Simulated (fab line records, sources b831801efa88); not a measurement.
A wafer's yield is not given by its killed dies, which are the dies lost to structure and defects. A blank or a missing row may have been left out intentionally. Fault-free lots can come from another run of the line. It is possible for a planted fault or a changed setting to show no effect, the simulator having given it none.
2 desks looking at one fault || flow sfq_line || each desk has only its own numbers; what lay behind them comes last

THE TOOL OWNER'S DESK: litho_track-02
The tool's own readings at SFQ_TRILAYER_C5_LITHO_COAT_151 (resist thk 650 nm): means of the sampled wafers that have a number, for each lot that ran on this tool. The brackets show how far a lot's mean lies from the usual mean; more than 4 standard deviations puts the lot out of limits, marked OUT.
Columns: A = spin_speed_rpm at SFQ_TRILAYER_C5_LITHO_COAT_151, usual 2999.8 rpm
{"lot": "L670", "first seen here": "day 63 11:17", "A": 2998.6}
{"lot": "L673", "first seen here": "day 63 22:11", "A": 3000.6}
{"lot": "L684", "first seen here": "day 66 21:51", "A": 3000.6}
{"lot": "L685", "first seen here": "day 66 23:04", "A": 3002.2}
{"lot": "L687", "first seen here": "day 67 07:17", "A": 3000.9}
This desk's verdict: no lot among the 5 shows anything out of limits.

FROM THE METROLOGY DESK
Means of the sampled wafers that have a number, per lot and without regard to the tool the lot ran on: this is what the gauges read. The brackets show how far a lot's mean lies from the usual mean; more than 4 standard deviations puts the lot out of limits, marked OUT.
Columns: A = I5_OVL at SFQ_I5_OVL_MEAS_936, usual 0 nm; B = C5_OVL at SFQ_C5_OVL_MEAS_937, usual 1 nm
{"lot": "L670", "first seen here": "day 63 09:59", "A": 2, "B": 4}
{"lot": "L673", "first seen here": "day 63 20:47", "A": 4, "B": -3}
{"lot": "L684", "first seen here": "day 66 20:33", "A": -12, "B": 8}
{"lot": "L685", "first seen here": "day 66 21:45", "A": 4, "B": 3}
{"lot": "L687", "first seen here": "day 67 05:56", "A": 1, "B": -2}
{"lot": "L688", "first seen here": "day 67 09:55", "A": 3, "B": -6}
{"lot": "L692", "first seen here": "day 68 02:22", "A": -5, "B": 3}
This desk's verdict: no lot among the 7 shows anything out of limits.

ALL TOGETHER
The desk of the tool owner found nothing out of limits.
The metrology desk saw nothing out of limits.

WHAT THE SIMULATOR HAD PUT IN
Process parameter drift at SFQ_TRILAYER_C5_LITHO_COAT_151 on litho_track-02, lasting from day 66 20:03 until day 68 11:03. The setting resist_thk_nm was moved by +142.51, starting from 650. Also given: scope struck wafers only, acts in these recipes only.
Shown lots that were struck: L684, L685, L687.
